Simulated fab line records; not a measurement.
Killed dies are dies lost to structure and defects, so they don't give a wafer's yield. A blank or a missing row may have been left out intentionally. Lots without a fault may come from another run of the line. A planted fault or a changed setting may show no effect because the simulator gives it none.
Which of the tools did it? | flow sky130 | 24 lots with 72 wafers sampled at 3 steps, on a route of 708 steps

== WHAT THE GAUGES SHOWED, per wafer ==
SKY_VIA3_THK_MEAS_23: measures by xrf. Usual: VIA3_W_THK typically reads 396 nm, with standard deviation 7.4.
lot  | measured     | on            | VIA3_W_THK (nm) | flag
L074 | day 39 12:09 | film-metro-01 | 398 410 404     |
L075 | day 39 21:03 | film-metro-04 | 386 386 387     |
L076 | day 40 07:06 | film-metro-01 | 393 394 398     |
L077 | day 40 15:27 | film-metro-01 | 388 396 391     |
L078 | day 41 00:22 | film-metro-01 | 397 394 397     |
L079 | day 41 12:26 | film-metro-04 | 395 394 390     |
L080 | day 41 14:36 | film-metro-04 | 395 383 380     |
L081 | day 42 02:24 | film-metro-02 | 410 403 395     |
L082 | day 42 06:37 | film-metro-02 | 391 407 400     |
L083 | day 42 11:57 | film-metro-01 | 399 398 396     |
L084 | day 42 17:52 | film-metro-04 | 397 387 388     |
L085 | day 43 03:43 | film-metro-01 | 394 394 394     |
L086 | day 43 06:05 | film-metro-01 | 389 399 396     |
L087 | day 43 14:12 | film-metro-01 | 400 402 401     |
L089 | day 43 19:04 | film-metro-04 | 386 384 400     |
L088 | day 43 21:27 | film-metro-02 | 402 390 405     |
L090 | day 44 07:39 | film-metro-02 | 409 395 408     |
L091 | day 44 17:59 | film-metro-02 | 400 403 411     |
L092 | day 44 19:06 | film-metro-02 | 407 404 402     |
L093 | day 45 04:35 | film-metro-02 | 400 400 401     |
L094 | day 45 06:58 | film-metro-02 | 402 408 404     |
L095 | day 45 15:17 | film-metro-04 | 383 396 392     |
L096 | day 45 22:41 | film-metro-01 | 393 406 391     |
L097 | day 46 01:55 | film-metro-04 | 391 387 396     |

SKY_CAP2M_OVL_MEAS_12. Usual: CAP2M_OVL typically reads 0.6 nm, with standard deviation 1.5.
lot  | measured     | on         | CAP2M_OVL (nm) | flag
L074 | day 40 12:59 | overlay-02 | 1.1 1.9 1.8    |
L075 | day 40 21:35 | overlay-01 | 1.4 0.5 1.3    |
L076 | day 41 07:25 | overlay-01 | 1.8 -2.0 -2.1  |
L077 | day 41 15:24 | overlay-02 | 1.7 0.8 2.3    |
L078 | day 42 00:17 | overlay-01 | 2.7 2.3 1.9    |
L079 | day 42 12:12 | overlay-02 | 1.7 3.3 0.4    |
L080 | day 42 14:29 | overlay-02 | -2.2 -0.1 0.0  |
L081 | day 43 02:11 | overlay-01 | 4.0 1.2 0.6    |
L082 | day 43 06:15 | overlay-02 | 1.7 -0.6 0.0   |
L083 | day 43 11:21 | overlay-01 | -1.7 0.1 -0.2  |
L084 | day 43 17:10 | overlay-01 | 1.5 0.1 4.3    |
L085 | day 44 03:05 | overlay-01 | 0.1 -1.2 0.4   |
L086 | day 44 05:05 | overlay-02 | 0.9 -1.0 -1.4  |
L087 | day 44 12:43 | overlay-02 | -1.1 -0.2 0.4  |
L089 | day 44 17:25 | overlay-02 | -0.9 0.0 2.1   |
L088 | day 44 19:54 | overlay-01 | 1.0 0.9 0.6    |
L090 | day 45 05:57 | overlay-01 | -1.7 -1.3 -0.7 |
L091 | day 45 15:51 | overlay-01 | -0.3 0.8 0.6   |
L092 | day 45 16:55 | overlay-01 | 1.5 2.2 1.7    |
L093 | day 46 02:21 | overlay-02 | -1.2 -0.7 0.0  |
L094 | day 46 04:48 | overlay-02 | 1.6 1.9 2.4    |
L095 | day 46 12:37 | overlay-02 | -1.7 -1.1 -2.3 |
L096 | day 46 20:09 | overlay-01 | 3.3 2.5 1.6    |
L097 | day 46 22:47 | overlay-02 | -0.4 1.5 2.1   |

SKY_METAL4_CD_MEAS_13: target cd 300 nm. Usual: 300.0 nm for cd-nm, sd 1.3.
lot  | measured     | on        | cd-nm (nm)        | flag
L074 | day 41 17:45 | cd-sem-01 | 301.4 300.6 300.8 |
L075 | day 41 21:54 | cd-sem-02 | 299.9 298.3 298.0 |
L076 | day 42 08:01 | cd-sem-01 | 298.7 297.6 298.1 |
L077 | day 42 15:33 | cd-sem-01 | 301.8 301.2 301.9 |
L078 | day 43 00:10 | cd-sem-01 | 298.6 300.0 299.7 |
L079 | day 43 13:25 | cd-sem-02 | 299.1 300.0 299.7 |
L080 | day 43 14:26 | cd-sem-02 | 301.8 302.1 302.4 |
L081 | day 44 01:15 | cd-sem-02 | 297.8 297.8 299.1 |
L082 | day 44 05:26 | cd-sem-02 | 299.8 300.0 298.9 |
L083 | day 44 10:01 | cd-sem-02 | 300.1 299.3 300.2 |
L084 | day 44 15:30 | cd-sem-01 | 298.6 298.5 297.8 |
L085 | day 45 01:30 | cd-sem-01 | 299.9 300.5 300.6 |
L086 | day 45 03:42 | cd-sem-02 | 300.7 299.6 300.4 |
L087 | day 45 10:47 | cd-sem-02 | 299.3 299.3 298.8 |
L089 | day 45 14:58 | cd-sem-02 | 302.7 302.2 302.4 |
L088 | day 45 17:41 | cd-sem-02 | 300.3 299.8 300.7 |
L090 | day 46 03:42 | cd-sem-02 | 298.0 299.0 298.6 |
L091 | day 46 13:11 | cd-sem-02 | 300.9 299.7 299.7 |
L092 | day 46 13:51 | cd-sem-02 | 299.3 301.2 299.2 |
L093 | day 46 23:03 | cd-sem-02 | 301.8 301.9 303.2 |
L094 | day 47 01:14 | cd-sem-02 | 298.1 298.5 299.2 |
L095 | day 47 08:50 | cd-sem-02 | 299.6 300.6 299.1 |
L096 | day 47 16:54 | cd-sem-02 | 301.0 300.9 300.8 |
L097 | day 47 18:52 | cd-sem-01 | 300.6 299.2 299.1 |

== TOOL THAT RAN EACH LOT (tool first, then ch and the chambers of the sampled wafers, then the start) ==
The record shows no process step preceding these readings.

== WHAT THE TOOLS THEMSELVES READ (means of the sampled wafers that have a number; where no wafer has one, the mark that the record gives instead) ==
The record holds no such reading with a usual standard deviation.

== THE ANSWER, worked out from the rows above alone ==
Rule: a lot counts as off when the mean over its wafers that have a number is more than 3 standard deviations away from the usual mean. A lot without any number at a reading at which 4 lots or more have one is off too. The other lots that the step has rows for count as sound. After the gauges, taken in route order, come the tools' own readings; for these a lot's mean is taken, as printed above. At the first step where some lot is off, the reading lying furthest off is the one used; lots without a number count as furthest.
Nothing can be told from this: no lot is off at any reading shown.

== WHAT WAS PUT IN BY THE SIMULATOR ==
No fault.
